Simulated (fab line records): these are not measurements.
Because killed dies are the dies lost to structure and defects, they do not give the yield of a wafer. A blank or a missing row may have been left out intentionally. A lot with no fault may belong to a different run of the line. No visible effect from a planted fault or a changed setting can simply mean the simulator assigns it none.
Chamber matching ; flow gf180mcu ; pecvd-03 running GF_V2_CVD_02: 3 sister chambers
The step deposits SiO2 from TEOS, target thk 850 nm, time 94.851 s. 16 wafers are shown with their chamber, then 8 later ones without.

WAFERS WITH THEIR CHAMBER
wafer;chamber;heater_power_w (W);susceptor_temp_C (C)
L074.2;1;809;400.46
L074.5;0;671;400.02
L074.6;2;753;399.63
L075.3;1;919;399.90
L075.4;2;604;399.84
L075.5;2;667;399.92
L078.1;0;801;400.14
L078.3;2;650;400.01
L078.4;2;715;400.41
L085.2;2;739;400.51
L085.3;1;963;399.69
L085.4;2;602;400.02
L089.1;1;870;399.53
L089.5;2;759;400.09
L089.6;0;680;399.92
L094.2;0;839;400.16

SIGNATURES, as means of the wafers listed above
reading;chamber 0;chamber 1;chamber 2;scatter within a chamber
heater_power_w;747.75;890.25;686.12;70
susceptor_temp_C;400.0600;399.8950;400.0537;0.293
Rule: for a wafer and a chamber, the distance is found by dividing, reading by reading, the gap between the wafer's reading and the chamber's mean by the reading's scatter, squaring, summing and taking the root. The wafer belongs to the nearest chamber; if the next one is less than 2 further off, it can't be placed. The scatter: take each reading less its chamber's mean, square it, sum over the shown wafers, divide by the number of wafers less the number of chambers, and take the root.

WAFERS MISSING THEIR CHAMBER
wafer;heater_power_w (W);susceptor_temp_C (C)
L094.4;744;399.91
L094.6;666;400.30
L096.1;683;400.09
L096.3;731;399.67
L096.6;746;399.98
L095.4;608;399.91
L095.5;935;400.19
L095.6;786;399.98

EACH ONE'S CHAMBER
wafer;from the rows above;in truth
L094.4;can't be placed: 0 or 2 or 1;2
L094.6;can't be placed: 2 or 0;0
L096.1;can't be placed: 2 or 0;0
L096.3;can't be placed: 0 or 2 or 1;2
L096.6;can't be placed: 0 or 2 or 1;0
L095.4;can't be placed: 2 or 0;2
L095.5;can't be placed: 1 or 0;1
L095.6;can't be placed: 0 or 2 or 1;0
Correct placement for 0 of the 8. Can't be placed from these rows: 8 (the true chamber is among the candidates in 8). Wrongly placed: 0.
